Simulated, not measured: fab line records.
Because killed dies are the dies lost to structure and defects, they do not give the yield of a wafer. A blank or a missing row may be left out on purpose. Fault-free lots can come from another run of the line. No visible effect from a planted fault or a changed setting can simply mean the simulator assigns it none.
What tool caused it? + flow sky130 + 12 lots with 36 wafers sampled at 5 steps, on a route of 708 steps

== WHAT EACH GAUGE READ, for each wafer ==
SKY_SONOS_ONO_OVL_MEAS_14.
| lot  | measured     | on         | SONOS_ONO_OVL (nm) |
|------|--------------|------------|--------------------|
| L231 | day 12 13:53 | overlay-01 | -0.9 -0.1 -0.8     |
| L232 | day 13 00:42 | overlay-02 | 0.6 1.6 -0.7       |
| L233 | day 13 07:39 | overlay-01 | -1.8 0.2 -1.8      |
| L234 | day 13 16:14 | overlay-02 | 2.0 0.2 3.2        |
| L235 | day 14 02:36 | overlay-01 | 0.7 2.5 1.3        |
| L236 | day 14 09:01 | overlay-02 | 3.1 -0.4 -0.4      |
| L237 | day 14 14:07 | overlay-02 | 0.4 1.2 -0.3       |
| L238 | day 14 17:15 | overlay-01 | 1.7 0.5 1.4        |
| L242 | day 16 10:43 | overlay-02 | 2.5 0.8 1.7        |
| L243 | day 16 20:37 | overlay-01 | 0.5 -1.1 -1.8      |
| L245 | day 18 19:09 | overlay-02 | -0.3 -0.1 -0.7     |
| L244 | day 18 19:14 | overlay-01 | -1.1 1.1 1.9       |

SKY_GATE_OXIDE_TW_MEAS_14.
| lot  | measured     | on            | GATE_OXIDE_TW     |
|------|--------------|---------------|-------------------|
| L231 | day 13 17:07 | film metro-04 | 227.0 226.4 226.5 |
| L232 | day 14 04:11 | film metro-01 | 220.3 219.3 221.0 |
| L233 | day 14 11:31 | film metro-03 | 221.3 221.3 222.8 |
| L234 | day 14 20:20 | film metro-01 | 221.2 220.5 218.9 |
| L235 | day 15 07:17 | film metro-04 | 227.3 228.2 227.3 |
| L236 | day 15 14:13 | film metro-04 | 227.1 226.9 228.1 |
| L237 | day 15 19:05 | film metro-01 | 222.2 220.8 221.6 |
| L238 | day 15 22:30 | film metro-04 | 225.9 226.1 226.1 |
| L242 | day 17 20:25 | film metro-01 | 218.7 219.5 220.4 |
| L243 | day 18 06:05 | film metro-03 | 222.6 223.1 222.6 |
| L245 | day 20 04:29 | film metro-04 | 224.5 225.2 224.8 |
| L244 | day 20 04:46 | film metro-04 | 224.6 224.5 223.6 |

SKY_LDD_P_OVL_MEAS_08.
| lot  | measured     | on         | LDD_P_OVL (nm) |
|------|--------------|------------|----------------|
| L231 | day 18 18:40 | overlay-01 | -0.9 -0.1 0.0  |
| L232 | day 19 11:44 | overlay-02 | -4.3 -3.4 -2.9 |
| L233 | day 19 16:37 | overlay-01 | -1.6 -1.9 -1.5 |
| L234 | day 20 01:35 | overlay-02 | -1.9 -2.5 -3.0 |
| L235 | day 20 16:19 | overlay-02 | 3.1 2.4 3.7    |
| L236 | day 20 21:27 | overlay-02 | 0.1 1.6 1.3    |
| L237 | day 21 04:31 | overlay-01 | -1.0 -0.4 -1.5 |
| L238 | day 21 07:04 | overlay-02 | -0.1 0.2 0.7   |
| L242 | day 23 09:01 | overlay-01 | 0.8 1.0 1.4    |
| L243 | day 23 17:09 | overlay-01 | 0.1 0.6 1.7    |
| L245 | day 25 12:40 | overlay-01 | -2.6 0.4 -2.2  |
| L244 | day 25 14:28 | overlay-02 | 1.0 1.1 0.0    |

== WHICH TOOL RAN EACH LOT (tool, then ch and the chambers of the sampled wafers, then the start) ==
| lot  | SKY_LDD_N_IMPLANT_10            | SKY_LDD_N_STRIP_16                   |
|------|---------------------------------|--------------------------------------|
| L231 | implanter-04 ch 0, day 17 11:54 | plasma asher-02 ch 0,1, day 17 12:46 |
| L232 | implanter-03 ch 0, day 18 04:51 | plasma asher-04 ch 0,1, day 18 05:43 |
| L233 | implanter-03 ch 0, day 18 08:52 | plasma asher-02 ch 0,1, day 18 09:46 |
| L234 | implanter-04 ch 0, day 18 17:50 | plasma asher-01 ch 0,1, day 18 18:43 |
| L235 | implanter-03 ch 0, day 19 07:56 | plasma asher-01 ch 0,1, day 19 08:49 |
| L236 | implanter-01 ch 0, day 19 14:13 | plasma asher-01 ch 0,1, day 19 15:07 |
| L237 | implanter-04 ch 0, day 19 20:48 | plasma asher-01 ch 0,1, day 19 21:40 |
| L238 | implanter-01 ch 0, day 19 23:40 | plasma asher-04 ch 0,1, day 20 00:32 |
| L242 | implanter-01 ch 0, day 22 00:58 | plasma asher-04 ch 0,1, day 22 01:52 |
| L243 | implanter-01 ch 0, day 22 10:19 | plasma asher-01 ch 0,1, day 22 11:13 |
| L245 | implanter-04 ch 0, day 24 05:34 | plasma asher-01 ch 0,1, day 24 06:28 |
| L244 | implanter-03 ch 0, day 24 08:11 | plasma asher-04 ch 0,1, day 24 09:04 |
- SKY_LDD_N_IMPLANT_10
- SKY_LDD_N_STRIP_16: strips in O2/N2.

== AS READ BY THE TOOLS THEMSELVES (means over the sampled wafers that have a number; for cases with no such wafer, the mark the record gives instead) ==
SKY_LDD_N_IMPLANT_10.
| lot  | tool         | faraday current uA |
|------|--------------|--------------------|
| L231 | implanter-04 | 430                |
| L232 | implanter-03 | 418                |
| L233 | implanter-03 | 426                |
| L234 | implanter-04 | 427                |
| L235 | implanter-03 | 423                |
| L236 | implanter-01 | 422                |
| L237 | implanter-04 | 421                |
| L238 | implanter-01 | 414                |
| L242 | implanter-01 | 420                |
| L243 | implanter-01 | 419                |
| L245 | implanter-04 | 427                |
| L244 | implanter-03 | 422                |

SKY_LDD_N_STRIP_16.
| lot  | tool            | drypump motor current A (A) | oes product au (a.u.) | strip time to endpoint s (s) |
|------|-----------------|-----------------------------|-----------------------|------------------------------|
| L231 | plasma asher-02 | 5.4                         | 0.404                 | 4.309                        |
| L232 | plasma asher-04 | 6.2                         | 0.412                 | 4.327                        |
| L233 | plasma asher-02 | 5.8                         | 0.408                 | 4.320                        |
| L234 | plasma asher-01 | 5.8                         | 0.407                 | 4.332                        |
| L235 | plasma asher-01 | 5.6                         | 0.410                 | 4.308                        |
| L236 | plasma asher-01 | 5.6                         | 0.405                 | 4.294                        |
| L237 | plasma asher-01 | 5.6                         | 0.406                 | 4.303                        |
| L238 | plasma asher-04 | 6.3                         | 0.405                 | 4.314                        |
| L242 | plasma asher-04 | 6.2                         | 0.402                 | 4.222                        |
| L243 | plasma asher-01 | 5.6                         | 0.409                 | 4.231                        |
| L245 | plasma asher-01 | 5.6                         | 0.410                 | 4.230                        |
| L244 | plasma asher-04 | 6.3                         | 0.404                 | 4.224                        |

== THE ANSWER, worked out from the rows above alone ==
Rule: the lots themselves supply what counts as usual. Put in order of their means at a reading, lots are off if they are a third of the lots or fewer, leave a main group of 4 or more, and stand apart from it by a gap of 3 or more times the standard deviation of the main group's means; of several such gaps the widest counts. If all means in a main group match to the digits the tables above print for the reading, that group is not used. Also off: a lot with no number at a reading for which 4 or more lots have one. All remaining lots with rows at the step are treated as sound. First the gauges in route order, then the tools' own readings, where a lot's mean is used as printed above. The first step at which some lot is off is used, and at that step the reading that is off furthest; a lot without a number counts as furthest.
Off: L242, L243, L245, L244, at SKY_LDD_N_STRIP_16 (strip time to endpoint s). The main group has a mean of 4.313 s with a standard deviation of 0.012.
If a tool, at that step or one of the process steps before it, ran each lot that is off and ran no sound lot following the first of them, it fits. No candidate that was tried fits.

== WHAT HAD BEEN PUT IN BY THE SIMULATOR ==
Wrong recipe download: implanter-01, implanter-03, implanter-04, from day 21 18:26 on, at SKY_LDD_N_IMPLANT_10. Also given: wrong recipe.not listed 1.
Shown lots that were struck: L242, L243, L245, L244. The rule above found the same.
